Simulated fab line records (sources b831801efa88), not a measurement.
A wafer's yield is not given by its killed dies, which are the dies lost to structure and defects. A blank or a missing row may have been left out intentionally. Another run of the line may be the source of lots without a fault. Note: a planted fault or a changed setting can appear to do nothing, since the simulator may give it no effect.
A single fault, viewed from 2 desks || flow gf180mcu || every desk sees just its own numbers, and what lay behind them comes last

THE METROLOGY DESK
What the gauges read for every lot (on any tool): the sampled wafers with a number, averaged. Marked OUT: a lot whose mean sits more than 4 standard deviations from the usual mean, which makes it out of limits; the brackets give that distance.
Columns: A = V2_CVD_00_THK at GF_V2_THK_MEAS_01, usual 604 nm; B = V2_W_RS at GF_V2_RS_MEAS_24, usual 0.328 ohm/sq; C = V2_W_THK at GF_V2_THK_MEAS_25, usual 346 nm
{"lot": "L500", "first seen here": "day 19 13:13", "A": 610, "B": 0.332, "C": 341}
{"lot": "L505", "first seen here": "day 21 14:52", "A": 596, "B": 0.330, "C": 339}
{"lot": "L508", "first seen here": "day 22 22:58", "A": 605, "B": 0.329, "C": 345}
{"lot": "L510", "first seen here": "day 23 07:17", "A": 598, "B": "0.384 (+18) OUT", "C": "307 (-8.3) OUT"}
{"lot": "L511", "first seen here": "day 24 02:18", "A": 600, "B": "0.386 (+19) OUT", "C": "301 (-9.5) OUT"}
{"lot": "L512", "first seen here": "day 24 04:05", "A": 601, "B": "0.379 (+17) OUT", "C": "311 (-7.5) OUT"}
{"lot": "L515", "first seen here": "day 25 04:15", "A": 614, "B": 0.325, "C": 348}
{"lot": "L519", "first seen here": "day 26 05:35", "A": 606, "B": 0.325, "C": 344}
{"lot": "L520", "first seen here": "day 26 14:20", "A": 594, "B": 0.330, "C": 347}
{"lot": "L521", "first seen here": "day 26 18:32", "A": 607, "B": 0.326, "C": 350}
{"lot": "L522", "first seen here": "day 27 06:12", "A": 611, "B": 0.328, "C": 342}
This desk's result: L510, L511, L512 out of limits, first on L510 (V2_W_RS at GF_V2_RS_MEAS_24), day 24 06:11. In limits: L500, L505, L508, L515, L519, L520, L521, L522.

TOOL OWNER'S DESK, cvd w-02
The tool's own readings at GF_V2_CVD_23 (deposits W, target thk 350 nm, time 104.94 s): means of the sampled wafers that have a number, for each lot that ran on this tool. Marked OUT: a lot whose mean sits more than 4 standard deviations from the usual mean, which makes it out of limits; the brackets give that distance.
Columns: A = heater power w at GF_V2_CVD_23, usual 916 W
{"lot": "L500", "first seen here": "day 20 14:37", "A": 926}
{"lot": "L505", "first seen here": "day 22 15:47", "A": 933}
{"lot": "L508", "first seen here": "day 23 23:05", "A": 942}
{"lot": "L510", "first seen here": "day 24 06:03", "A": 864}
{"lot": "L511", "first seen here": "day 25 02:48", "A": 928}
{"lot": "L512", "first seen here": "day 25 04:26", "A": 912}
{"lot": "L520", "first seen here": "day 27 11:38", "A": 900}
Result from this desk: across the 7 lots, nothing is out of limits.

PUT TOGETHER
Metrology desk: alarm possible at day 24 06:11 on L510, L511, L512.
The desk of the tool owner found nothing out of limits.
Tool owner's desk: L510, L511, L512 on record, inside its limits.
On cvd w-02, each named lot ran GF_V2_CVD_23.

WHAT THE SIMULATOR PUT IN
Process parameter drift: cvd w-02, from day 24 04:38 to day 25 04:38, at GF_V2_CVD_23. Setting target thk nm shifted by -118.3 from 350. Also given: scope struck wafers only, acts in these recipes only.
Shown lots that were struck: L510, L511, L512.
Per desk, hours elapsed from the start of the fault to the first reading out of limits: for the metrology desk, 2.
